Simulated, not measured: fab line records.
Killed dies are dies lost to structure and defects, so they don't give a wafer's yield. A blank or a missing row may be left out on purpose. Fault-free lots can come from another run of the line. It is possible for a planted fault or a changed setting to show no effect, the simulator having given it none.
Which of the tools did it?	flow sky130	Sampling: 13 lots, 38 wafers, 5 of 708 route steps

WHAT EACH GAUGE READ, for each wafer
SKY_VT_ADJUST_LVTN_TW_MEAS_10. Usual: VT_ADJUST_LVTN_TW typically reads 238, with standard deviation 3.4.
lot	measured	on	VT_ADJUST_LVTN_TW	flag
L857	day 7 07:41	film metro-01	243 243 243	
L858	day 7 23:07	film metro-04	235 237 235	
L860	day 8 07:39	film metro-02	236 238 238	
L862	day 8 17:02	film metro-01	243 243 242	
L863	day 8 17:41	film metro-04	235 234 236	
L864	day 9 09:12	film metro-04	233 233 235	
L865	day 9 11:18	film metro-01	243 244 243	
L866	day 9 18:26	film metro-01	243 243 243	
L868	day 10 01:16	film metro-04	237 236 238	
L869	day 10 06:24	film metro-02	239 237 239	
L870	day 10 22:02	film metro-02	238 240 238	
L872	day 11 14:54	film metro-02	239 239	
L879	day 12 20:43	film metro-04	236 236 235	

SKY_VT_ADJUST_LVTN_TW_MEAS_21. Usual: VT_ADJUST_LVTN_2_TW typically reads 185.7, with standard deviation 2.2.
lot	measured	on	VT_ADJUST_LVTN_2_TW	flag
L857	day 8 03:00	film metro-02	184.8 185.4 186.1	
L858	day 8 19:55	film metro-01	188.3 189.0 189.0	
L860	day 9 05:20	film metro-04	181.8 181.0 181.7	
L862	day 9 17:36	film metro-04	182.0 181.7 181.8	
L863	day 9 17:47	film metro-02	185.9 185.9 186.5	
L864	day 10 06:54	film metro-02	185.3 185.1 186.5	
L865	day 10 09:44	film metro-04	184.3 184.0 183.7	
L866	day 10 17:34	film metro-02	185.4 186.0 185.2	
L868	day 11 00:16	film metro-02	187.7 187.6 186.5	
L869	day 11 05:48	film metro-02	186.6 185.7 186.4	
L870	day 11 21:07	film metro-02	177.7 188.0 187.2	
L872	day 12 14:29	film metro-02	185.8 177.6	
L879	day 13 21:44	film metro-02	186.3 185.9 186.1	

SKY_VT_ADJUST_HVTR_CD_MEAS_07: the cd target is 380 nm. Usual: cd nm reads 380.2 nm (standard deviation 2.4).
lot	measured	on	cd nm (nm)	flag
L857	day 9 22:01	cd sem-01	380.7 379.9 381.4	
L858	day 10 17:19	cd sem-02	378.4 379.5 377.9	
L860	day 11 00:28	cd sem-01	378.8 379.0 379.0	
L862	day 11 14:55	cd sem-01	378.2 379.2 378.3	
L863	day 11 15:10	cd sem-02	384.0 384.2 382.4	
L864	day 12 04:46	cd sem-01	376.3 376.9 379.5	
L865	day 12 08:13	cd sem-02	379.1 378.2 380.4	
L866	day 12 16:05	cd sem-02	381.5 377.0 380.8	
L868	day 12 23:30	cd sem-02	379.3 377.1 376.4	
L869	day 13 06:23	cd sem-02	382.7 384.1 384.9	
L870	day 13 22:54	cd sem-02	383.8 383.3 379.9	
L872	day 14 18:04	cd sem-02	380.6 379.7	
L879	day 16 02:24	cd sem-02	381.1 380.9 380.7	

TOOL THAT RAN EACH LOT (tool first, then ch and the chambers of the sampled wafers, then the start)
lot	SKY_VT_ADJUST_LVTN_IMPLANT_19	SKY_VT_ADJUST_LVTN_STRIP_20
L857	implanter-01 ch 0, day 8 02:45	plasma asher-01 ch 0,1, day 8 02:54
L858	implanter-02 ch 0, day 8 19:40	plasma asher-03 ch 0,1, day 8 19:48
L860	implanter-03 ch 0, day 9 05:05	plasma asher-03 ch 0,1, day 9 05:14
L862	implanter-03 ch 0, day 9 17:21	plasma asher-01 ch 0,1, day 9 17:30
L863	implanter-01 ch 0, day 9 17:32	plasma asher-03 ch 0,1, day 9 17:41
L864	implanter-03 ch 0, day 10 06:39	plasma asher-01 ch 0,1, day 10 06:48
L865	implanter-01 ch 0, day 10 09:29	plasma asher-01 ch 0,1, day 10 09:38
L866	implanter-01 ch 0, day 10 17:19	plasma asher-01 ch 0, day 10 17:27
L868	implanter-01 ch 0, day 11 00:03	plasma asher-03 ch 0,1, day 11 00:11
L869	implanter-03 ch 0, day 11 05:35	plasma asher-02 ch 0,1, day 11 05:43
L870	implanter-01 ch 0, day 11 20:54	plasma asher-03 ch 0,1, day 11 21:01
L872	implanter-01 ch 0, day 12 14:15	plasma asher-02 ch 0,1, day 12 14:23
L879	implanter-02 ch 0, day 13 21:31	plasma asher-02 ch 0,1, day 13 21:38
- SKY_VT_ADJUST_LVTN_IMPLANT_19
- SKY_VT_ADJUST_LVTN_STRIP_20: strips in O2/N2.

WHAT THE TOOLS THEMSELVES READ (means of the sampled wafers that have a number; where no wafer has one, the mark that the record gives instead)
SKY_VT_ADJUST_LVTN_IMPLANT_19. Usual: end station pressure torr 4.98e-06 Torr, standard deviation 2.6e-07; faraday current uA 3.66, standard deviation 0.072.
lot	tool	end station pressure torr (Torr)	faraday current uA	flag
L857	implanter-01	4.92e-06	3.67	
L858	implanter-02	4.98e-06	3.69	
L860	implanter-03	4.81e-06	3.66	
L862	implanter-03	4.74e-06	3.67	
L863	implanter-01	4.88e-06	3.65	
L864	implanter-03	5.10e-06	3.70	
L865	implanter-01	5.12e-06	3.69	
L866	implanter-01	4.95e-06	3.63	
L868	implanter-01	5.10e-06	3.67	
L869	implanter-03	4.84e-06	3.63	
L870	implanter-01	5.07e-06	3.70	
L872	implanter-01	4.88e-06	3.62	
L879	implanter-02	4.90e-06	3.72	

SKY_VT_ADJUST_LVTN_STRIP_20. Usual: drypump motor current A 5.8 A, standard deviation 0.53; oes product au 0.716 a.u., standard deviation 0.0049; strip time to endpoint s 14.18 s, standard deviation 0.038.
lot	tool	drypump motor current A (A)	oes product au (a.u.)	strip time to endpoint s (s)	flag
L857	plasma asher-01	5.5	0.716	14.17	
L858	plasma asher-03	5.8	0.711	14.16	
L860	plasma asher-03	6.0	0.714	14.12	
L862	plasma asher-01	5.2	0.713	14.22	
L863	plasma asher-03	6.0	0.716	14.11	
L864	plasma asher-01	5.5	0.715	14.18	
L865	plasma asher-01	5.5	0.720	14.17	
L866	plasma asher-01	5.8	0.714	14.21	
L868	plasma asher-03	6.0	0.716	14.20	
L869	plasma asher-02	6.0	0.709	14.12	
L870	plasma asher-03	6.0	0.719	14.19	
L872	plasma asher-02	6.2	0.720	14.14	
L879	plasma asher-02	6.0	0.715	14.19	

THE ANSWER, worked out from the rows above alone
Rule: a lot is off if the mean of its wafers that have a number lies more than 3 standard deviations from the usual mean. Also off: a lot with no number at a reading for which 4 or more lots have one. The other lots that the step has rows for count as sound. After the gauges, taken in route order, come the tools' own readings; for these a lot's mean is taken, as printed above. The first step at which some lot is off is used, and at that step the reading that is off furthest; a lot without a number counts as furthest.
Nothing can be told from this: no lot is off at any reading shown.

WHAT THE SIMULATOR PUT IN
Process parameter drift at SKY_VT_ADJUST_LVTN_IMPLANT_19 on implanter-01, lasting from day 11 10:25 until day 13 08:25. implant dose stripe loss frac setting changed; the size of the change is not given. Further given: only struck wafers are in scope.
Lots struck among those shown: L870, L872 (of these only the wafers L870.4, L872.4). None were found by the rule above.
